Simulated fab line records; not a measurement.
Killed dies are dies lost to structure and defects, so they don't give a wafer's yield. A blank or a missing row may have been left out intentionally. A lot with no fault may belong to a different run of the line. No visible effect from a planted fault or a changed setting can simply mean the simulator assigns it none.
What tool caused it? / flow gf180mcu / 6 lots with 18 wafers sampled at 3 steps, on a route of 602 steps

## WHAT THE GAUGES SHOWED, per wafer
GF_PSD_RS_MEAS_14: measures by four-point-probe.
lot=L409; measured=day 15 02:03; on=filmMetro-01; NSD_RS (ohm/sq)=46.50 46.52 46.63
lot=L413; measured=day 16 14:21; on=filmMetro-04; NSD_RS (ohm/sq)=46.70 46.72 46.73
lot=L417; measured=day 18 06:28; on=filmMetro-04; NSD_RS (ohm/sq)=46.69 46.65 46.77
lot=L419; measured=day 18 21:04; on=filmMetro-01; NSD_RS (ohm/sq)=46.54 46.57 46.45
lot=L426; measured=day 21 07:53; on=filmMetro-04; NSD_RS (ohm/sq)=39.85 39.79 39.81
lot=L429; measured=day 22 02:32; on=filmMetro-04; NSD_RS (ohm/sq)=39.89 39.92 39.94

## TOOL THAT RAN EACH LOT (tool first, then ch and the chambers of the sampled wafers, then the start)
lot=L409; GF_NWELL_STRIP_10=plasmaAsher-02 ch 0, day 3 23:53; GF_PSD_RTA_13=rtpAnneal-01 ch 0, day 15 01:55
lot=L413; GF_NWELL_STRIP_10=plasmaAsher-04 ch 0,1, day 4 21:28; GF_PSD_RTA_13=rtpAnneal-02 ch 0, day 16 14:16
lot=L417; GF_NWELL_STRIP_10=plasmaAsher-03 ch 0, day 5 22:38; GF_PSD_RTA_13=rtpAnneal-02 ch 0, day 18 06:23
lot=L419; GF_NWELL_STRIP_10=plasmaAsher-02 ch 0,1, day 6 07:31; GF_PSD_RTA_13=rtpAnneal-01 ch 0, day 18 20:59
lot=L426; GF_NWELL_STRIP_10=plasmaAsher-02 ch 0, day 7 22:25; GF_PSD_RTA_13=rtpAnneal-02 ch 0, day 21 07:47
lot=L429; GF_NWELL_STRIP_10=plasmaAsher-02 ch 0,1, day 8 12:44; GF_PSD_RTA_13=rtpAnneal-02 ch 0, day 22 02:26
- GF_NWELL_STRIP_10: strips in O2/N2.
- GF_PSD_RTA_13: time 20 s.

## THE ANSWER, worked out from the rows above alone
Rule: usual is defined by the lots themselves. The widest of any qualifying gaps counts: lots, ordered by their means at a reading, are off when they make up no more than a third of the lots, leave a main group of 4 or more, and stand apart from it by 3 or more times the standard deviation of that group's means. If all means in a main group match to the digits the tables above print for the reading, that group is not used. A lot without any number at a reading at which 4 lots or more have one is off too. Where the step has rows for the other lots, those lots are counted as sound.
Off: L426, L429, at GF_PSD_RS_MEAS_14 (NSD_RS). For the main group the mean is 46.62 ohm/sq and the standard deviation 0.088.
A tool fits if, at a process step before that reading, it ran every lot that is off, and no sound lot after the first of them. Those tools and the gauges at GF_PSD_RS_MEAS_14 are tried in the same way. Can't be told from this: 3 tools fit, plasmaAsher-02 at GF_NWELL_STRIP_10, rtpAnneal-02 at GF_PSD_RTA_13, filmMetro-04 at GF_PSD_RS_MEAS_14.

## WHAT WAS PUT IN BY THE SIMULATOR
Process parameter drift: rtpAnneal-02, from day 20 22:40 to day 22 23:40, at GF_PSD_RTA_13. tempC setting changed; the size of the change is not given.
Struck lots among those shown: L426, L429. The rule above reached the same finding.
